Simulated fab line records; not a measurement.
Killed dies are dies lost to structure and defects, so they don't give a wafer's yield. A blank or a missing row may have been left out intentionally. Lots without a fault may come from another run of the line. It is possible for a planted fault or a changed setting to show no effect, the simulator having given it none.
A struck lot beside a sound one -- flow sky130 -- 31 steps out of a route of 708
Sound: these wafers, L627.2, L627.4, L627.5. Wafers struck: L634.1, L634.3, L634.6. Last of all comes the cause.
At each step with rows: each side's tool, then ch and its chambers, then its first start. Under that, the readings that differ: sound wafers -- struck wafers -- difference of the means -- sigmas: that difference in standard deviations of wafers without a fault.
alike: readings whose means differ by less than 2 such deviations, and words and numbers that are the same on both sides. not compared: withheld readings, readings that some wafer has no value for, bounds like >300 that may hide the same value, and numbers for which the record gives no deviation and whose values overlap.
The two part at a step that has a row with sigmas, a row that says differs or no value, or rows on one side only. Non-overlapping numbers with no deviation appear without sigmas and do not part them. Lack of a reading on every wafer of one side parts them only where that side has two or more wafers.

first, 6 steps without rows for these wafers: SKY_SONOS_TUNNEL_HMDS_01 (prime time 60 s); SKY_SONOS_TUNNEL_COAT_02 (resist thk 1140 nm); SKY_SONOS_TUNNEL_SOFTBAKE_03 (time 60 s); SKY_SONOS_TUNNEL_EXPOSE_04 (exposes mask TUNM, target cd 410 nm); SKY_SONOS_TUNNEL_PEB_05; SKY_SONOS_TUNNEL_DEVELOP_06 (develop time 60 s).
SKY_SONOS_TUNNEL_CD_MEAS_07 targets a cd of 410 nm.
  sound: cd sem-01 at day 14 01:08; struck: cd sem-02 at day 16 10:38
  alike: cd nm
SKY_SONOS_TUNNEL_OVL_MEAS_08:
  sound: overlay-02 at day 14 01:14; struck: overlay-02 at day 16 10:45
  alike: SONOS_TUNNEL_OVL
then, 3 steps without rows for these wafers: SKY_SONOS_TUNNEL_IMPLANT_09; SKY_SONOS_TUNNEL_WET_ETCH_10 (etches SiO2 in dHF, target depth 14 nm, time 280 s); SKY_SONOS_TUNNEL_STRIP_11 (strips in SPM, time 600 s).
SKY_SONOS_TUNNEL_TW_MEAS_12:
  sound: film metro-04 at day 14 01:42; struck: film metro-01 at day 16 11:11
  alike: SONOS_TUNNEL_TW
SKY_SONOS_TUNNEL_CLEAN_13: cleans in dHF, time 20 s.
  sound on wet bench-04 ch 1, day 14 01:45; struck on wet bench-03 ch 1, day 16 11:15
  no value came back on the struck wafers for run length s (s), time s (s); on the sound wafers run length s (s) reads 47.6 47.6 47.6
reading,sound,struck,difference,sigmas
model.SiO2_of_NWELL_OXIDATION_01.thk nm (nm),8.811 8.786 8.665,9.569 9.448 9.464,+0.740,
then, 1 step without rows for these wafers: SKY_SONOS_ONO_OXIDATION_00 (stabilise 600 s, purge 300 s, target thk 2.6 nm).
SKY_SONOS_ONO_THK_MEAS_01:
  sound: film metro-01 at day 14 05:42; struck: film metro-04 at day 16 13:36
  alike: SONOS_ONO_OXIDATION_THK
then, 1 step without rows for these wafers: SKY_SONOS_ONO_CVD_02 (deposits Si3N4 from DCS/NH3, target thk 10.5 nm, time 180 s).
SKY_SONOS_ONO_THK_MEAS_03:
  sound: film metro-03 at day 14 07:53; struck: film metro-03 at day 16 15:09
reading,sound,struck,difference,sigmas
SONOS_ONO_CVD_02_THK (nm),10.66 10.62 10.63,10.28 10.38 10.35,-0.30,-2
then, 1 step without rows for these wafers: SKY_SONOS_ONO_CVD_04 (deposits SiO2 from SiH4/N2O, target thk 5.7199 nm).
SKY_SONOS_ONO_THK_MEAS_05:
  sound: film metro-03 at day 14 09:11; struck: film metro-03 at day 16 17:05
  alike: SONOS_ONO_CVD_04_THK
then, 7 steps without rows for these wafers: SKY_SONOS_ONO_DEHYDRATE_06 (time 60 s); SKY_SONOS_ONO_HMDS_07 (prime time 60 s); SKY_SONOS_ONO_COAT_08 (resist thk 1140 nm); SKY_SONOS_ONO_SOFTBAKE_09 (time 60 s); SKY_SONOS_ONO_EXPOSE_10 (exposes mask ONOM, target cd 410 nm); SKY_SONOS_ONO_PEB_11; SKY_SONOS_ONO_DEVELOP_12 (develop time 60 s).
SKY_SONOS_ONO_CD_MEAS_13 targets a cd of 410 nm.
  sound: cd sem-02 at day 15 11:14; struck: cd sem-01 at day 17 22:07
  alike: cd nm
SKY_SONOS_ONO_OVL_MEAS_14:
  sound: overlay-01 at day 15 11:20; struck: overlay-02 at day 17 22:14
  alike: SONOS_ONO_OVL
SKY_SONOS_ONO_ETCH_15: etches the open film in CHF3/O2, target depth 19.52 nm, time 7.8 s.
  sound on rie diel-04 ch 0,1,2, day 15 11:22; struck on rie diel-01 ch 0,2, day 17 22:16
reading,sound,struck,difference,sigmas
model.SiO2_of_NWELL_OXIDATION_01.thk nm (nm),5.456 5.484 5.36,6.321 6.092 6.188,+0.767,
  alike: drypump motor current A, oes product au, throttle valve pct
  not compared: rf hours counter h
then, 1 step without rows for these wafers: SKY_SONOS_ONO_WET_ETCH_16 (etches SiO2 in dHF, target depth 14 nm, time 280 s).
-- a jump in the record: the struck wafers' starts before and after are 32 days apart (it breaks off in module SONOS_ONO and resumes in module PAD_OPEN, where the first step shown is number 708 of the route) --
SKY_PAD_OPEN_PROBE_99:
  sound: prober-01 at day 48 07:04; struck: prober-01 at day 49 11:15
reading,sound,struck,difference,sigmas
model.etest.cap ono.gate bv v (V),16.47 16.76 16.08,12.85 12.55 12.8,-3.70,
model.etest.cap ono.gate log10 a cm2,-8.11 -8.162 -7.981,-6.183 -6.287 -6.332,+1.817,
model.etest.sonos baked.vt less v (V),-0.4806 -0.4598 -0.4839,-0.7438 -0.6718 -0.7214,-0.2376,
model.etest.sonos baked.vt v (V),0.9055 0.884 0.9705,0.7818 0.7572 0.696,-0.1750,
  alike: killed_at_M0_to_M3, killed_at_M4_up, killed at contacts, killed at front end, killed at other, killed dies, killed open, killed short

WHERE THEY PART
At SKY_SONOS_TUNNEL_CLEAN_13 first; at SKY_SONOS_ONO_THK_MEAS_03 last (within this record only). Later steps at which nothing parts them and some readings are alike: SKY_SONOS_ONO_THK_MEAS_05, SKY_SONOS_ONO_CD_MEAS_13, SKY_SONOS_ONO_OVL_MEAS_14, SKY_SONOS_ONO_ETCH_15, SKY_PAD_OPEN_PROBE_99.

WHY: what the simulator had put in
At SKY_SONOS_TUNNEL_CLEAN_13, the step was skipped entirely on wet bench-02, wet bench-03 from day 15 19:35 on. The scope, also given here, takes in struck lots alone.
